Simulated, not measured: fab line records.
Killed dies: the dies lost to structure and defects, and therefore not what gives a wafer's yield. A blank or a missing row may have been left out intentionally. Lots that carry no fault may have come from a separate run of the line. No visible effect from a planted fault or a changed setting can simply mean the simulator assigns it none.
Which tool was responsible? -- flow gf180mcu -- 72 wafers from 24 lots sampled at 5 of the route's 602 steps

## WHAT THE GAUGES SHOWED, per wafer
GF_DNWELL_TW_MEAS_09. Usual: for DNWELL_TW the level is 1362 and the standard deviation is 14.
lot,measured,on,DNWELL_TW,flag
L074,day 2 19:02,filmMetro-01,1355 1369 1355,
L075,day 2 23:25,filmMetro-04,1362 1366 1366,
L076,day 3 05:41,filmMetro-04,1375 1373 1374,
L077,day 3 10:49,filmMetro-01,1374 1377 1372,
L078,day 3 16:04,filmMetro-01,1358 1357 1369,
L079,day 3 23:49,filmMetro-04,1364 1366 1367,
L080,day 4 03:44,filmMetro-03,1343 1349 1347,
L081,day 4 08:07,filmMetro-03,1336 1341 1342,
L082,day 4 13:40,filmMetro-03,1353 1353 1355,
L083,day 4 19:01,filmMetro-03,1341 1345 1345,
L084,day 5 02:32,filmMetro-03,1353 1353 1349,
L085,day 5 06:29,filmMetro-01,1374 1371 1362,
L086,day 5 11:40,filmMetro-01,1356 1355 1363,
L087,day 5 15:19,filmMetro-01,1388 1385 1383,
L088,day 5 21:25,filmMetro-01,1370 1372 1372,
L089,day 6 03:25,filmMetro-01,1360 1363 1357,
L090,day 6 06:31,filmMetro-04,1364 1360 1368,
L091,day 6 13:34,filmMetro-03,1344 1327 1334,
L092,day 6 19:17,filmMetro-03,1355 1347 1347,
L093,day 7 01:50,filmMetro-04,1362 1370 1362,
L094,day 7 04:37,filmMetro-01,1382 1386 1380,
L095,day 7 10:04,filmMetro-04,1367 1365 1364,
L096,day 7 14:28,filmMetro-01,1390 1394 1390,
L097,day 7 21:08,filmMetro-04,1359 1361 1374,

GF_HV_LDD_CD_MEAS_46: target cd 400 nm. Usual: cdNm 399.6 nm, standard deviation 2.5.
lot,measured,on,cdNm (nm),flag
L074,day 12 08:08,cdSem-02,398.8 402.1 401.5,
L075,day 12 16:44,cdSem-01,404.7 404.2 402.6,
L076,day 12 22:20,cdSem-01,399.3 398.3 398.8,
L077,day 13 07:19,cdSem-02,400.5 402.0 400.1,
L078,day 13 14:38,cdSem-01,401.0 400.0 400.1,
L079,day 14 01:04,cdSem-01,398.8 396.8 396.3,
L080,day 14 10:08,cdSem-02,402.5 402.5 401.0,
L081,day 14 13:58,cdSem-02,397.4 399.8 397.3,
L082,day 14 22:07,cdSem-01,400.5 400.9 404.1,
L083,day 15 06:58,cdSem-02,402.4 399.7 404.5,
L084,day 15 18:31,cdSem-01,399.9 400.4 400.5,
L085,day 16 01:20,cdSem-01,401.2 402.5 398.0,
L086,day 16 07:49,cdSem-02,395.8 395.2 394.1,
L087,day 16 12:37,cdSem-02,399.2 400.4 399.6,
L088,day 17 00:16,cdSem-01,400.7 398.4 400.9,
L089,day 17 08:16,cdSem-02,401.2 400.6 402.7,
L090,day 17 11:25,cdSem-01,400.7 404.3 401.8,
L091,day 17 21:01,cdSem-01,399.0 397.2 398.5,
L092,day 18 09:54,cdSem-02,397.4 398.4 399.1,
L093,day 18 14:01,cdSem-02,400.4 400.2 401.8,
L094,day 19 13:46,cdSem-02,398.1 398.5 397.3,
L095,day 19 13:28,cdSem-01,400.1 399.8 400.7,
L096,day 19 15:04,cdSem-01,394.4 393.4 393.4,
L097,day 20 01:25,cdSem-02,400.3 399.2 400.1,

GF_SAB_OVL_MEAS_10. Usual: for SAB_OVL the level is 0.0 nm and the standard deviation is 1.5.
lot,measured,on,SAB_OVL (nm),flag
L074,day 15 01:14,overlay-02,-1.4 -0.5 -0.2,
L075,day 15 11:38,overlay-02,-1.0 -0.2 -0.1,
L076,day 15 16:56,overlay-02,1.8 2.6 3.7,
L077,day 16 03:07,overlay-02,-0.7 0.6 -1.6,
L078,day 16 10:41,overlay-02,1.0 0.9 0.6,
L079,day 16 21:40,overlay-01,-3.4 -3.6 -2.8,
L080,day 17 05:35,overlay-02,0.8 0.5 0.7,
L081,day 17 13:16,overlay-02,1.3 1.4 1.9,
L082,day 17 19:13,overlay-02,1.7 0.8 1.7,
L083,day 18 05:02,overlay-02,0.1 0.1 -0.5,
L084,day 18 18:37,overlay-02,0.6 1.9 1.7,
L085,day 19 04:14,overlay-02,-1.0 -1.1 -2.3,
L086,day 19 09:10,overlay-01,-0.1 0.2 0.3,
L087,day 19 15:59,overlay-02,-2.5 -0.4 -2.5,
L088,day 20 04:44,overlay-01,-1.0 -1.1 -0.8,
L089,day 20 11:11,overlay-01,-3.9 -4.3 -3.4,
L090,day 20 15:59,overlay-02,-0.9 0.5 0.6,
L091,day 21 02:44,overlay-02,3.0 0.6 1.3,
L092,day 21 13:59,overlay-02,-1.5 0.9 1.7,
L093,day 21 19:39,overlay-01,0.7 -0.7 0.6,
L094,day 22 19:04,overlay-02,2.2 -0.9 0.7,
L095,day 22 16:55,overlay-02,0.9 1.0 0.1,
L096,day 22 19:58,overlay-02,1.2 0.3 -0.5,
L097,day 23 04:35,overlay-01,-0.7 0.1 -1.8,

GF_CONTACT_BOW_MEAS_05. Usual: for CONTACT_BOW the level is 65 um and the standard deviation is 7.
lot,measured,on,CONTACT_BOW (um),flag
L074,day 15 02:51,filmMetro-02,61 59 60,
L075,day 15 13:04,filmMetro-04,64 73 70,
L076,day 15 18:23,filmMetro-03,64 71 73,
L077,day 16 04:34,filmMetro-03,73 53 61,
L078,day 16 12:08,filmMetro-02,57 69 71,
L079,day 16 23:07,filmMetro-03,70 70 70,
L080,day 17 07:02,filmMetro-04,54 61 68,
L081,day 17 14:43,filmMetro-04,57 62 69,
L082,day 17 22:46,filmMetro-02,72 70 70,
L083,day 18 06:29,filmMetro-02,73 67 56,
L084,day 18 20:06,filmMetro-03,73 68 71,
L085,day 19 05:41,filmMetro-03,69 60 67,
L086,day 19 10:37,filmMetro-03,56 56 58,
L087,day 19 17:25,filmMetro-03,75 69 69,
L088,day 20 06:10,filmMetro-03,62 66 71,
L089,day 20 12:38,filmMetro-02,67 60 58,
L090,day 20 17:25,filmMetro-02,44 76 58,
L091,day 21 04:12,filmMetro-02,69 57 68,
L092,day 21 15:27,filmMetro-02,75 71 64,
L093,day 21 21:07,filmMetro-02,73 62 66,
L094,day 22 20:31,filmMetro-02,61 66 88,
L095,day 22 18:26,filmMetro-04,55 56 64,
L096,day 22 21:25,filmMetro-04,65 71 81,
L097,day 23 06:05,filmMetro-04,63 55 60,

## EACH LOT AND THE TOOL THAT RAN IT (in order: tool; ch and the chambers of the sampled wafers; start)
lot,GF_SALICIDE_SPUTTER_03
L074,"pvdSputter-04, day 15 01:47"
L075,"pvdSputter-04, day 15 12:02"
L076,"pvdSputter-04, day 15 17:20"
L077,"pvdSputter-03, day 16 03:32"
L078,"pvdSputter-03, day 16 11:05"
L079,"pvdSputter-03, day 16 22:05"
L080,"pvdSputter-04, day 17 05:59"
L081,"pvdSputter-04, day 17 13:41"
L082,"pvdSputter-03, day 17 19:38"
L083,"pvdSputter-03, day 18 05:27"
L084,"pvdSputter-04, day 18 19:01"
L085,"pvdSputter-04, day 19 04:38"
L086,"pvdSputter-03, day 19 09:34"
L087,"pvdSputter-04, day 19 16:23"
L088,"pvdSputter-01, day 20 05:08"
L089,"pvdSputter-03, day 20 11:35"
L090,"pvdSputter-01, day 20 16:23"
L091,"pvdSputter-04, day 21 03:09"
L092,"pvdSputter-04, day 21 14:22"
L093,"pvdSputter-01, day 21 20:02"
L094,"pvdSputter-03, day 22 19:29"
L095,"pvdSputter-01, day 22 17:20"
L096,"pvdSputter-01, day 22 20:23"
L097,"pvdSputter-04, day 23 04:59"
- GF_SALICIDE_SPUTTER_03: material TiN, target thk 20 nm, time 16.7 s.

## WHAT THE TOOLS THEMSELVES READ (means of the sampled wafers that have a number; where no wafer has one, the mark that the record gives instead)
GF_SALICIDE_SPUTTER_03. Usual: throttleValvePct 29.6 %, standard deviation 1.1.
lot,tool,throttleValvePct (%),flag
L074,pvdSputter-04,28.7,
L075,pvdSputter-04,30.0,
L076,pvdSputter-04,30.4,
L077,pvdSputter-03,29.5,
L078,pvdSputter-03,30.0,
L079,pvdSputter-03,29.3,
L080,pvdSputter-04,29.2,
L081,pvdSputter-04,30.3,
L082,pvdSputter-03,29.0,
L083,pvdSputter-03,29.2,
L084,pvdSputter-04,29.1,
L085,pvdSputter-04,29.8,
L086,pvdSputter-03,29.0,
L087,pvdSputter-04,30.1,
L088,pvdSputter-01,29.6,
L089,pvdSputter-03,29.7,
L090,pvdSputter-01,29.9,
L091,pvdSputter-04,29.4,
L092,pvdSputter-04,29.6,
L093,pvdSputter-01,30.0,
L094,pvdSputter-03,28.9,
L095,pvdSputter-01,29.1,
L096,pvdSputter-01,29.4,
L097,pvdSputter-04,29.6,

## THE ANSWER, worked out from the rows above alone
Rule: a lot is off if the mean of its wafers that have a number lies more than 3 standard deviations from the usual mean. A lot without any number at a reading at which 4 lots or more have one is off too. The other lots that the step has rows for count as sound. The gauges are gone through in route order, then the tools' own readings, and for those a lot's mean is taken as printed above. At the first step where some lot is off, the reading lying furthest off is the one used; lots without a number count as furthest.
Nothing can be told from this: no lot is off at any reading shown.

## WHAT THE SIMULATOR HAD INSERTED
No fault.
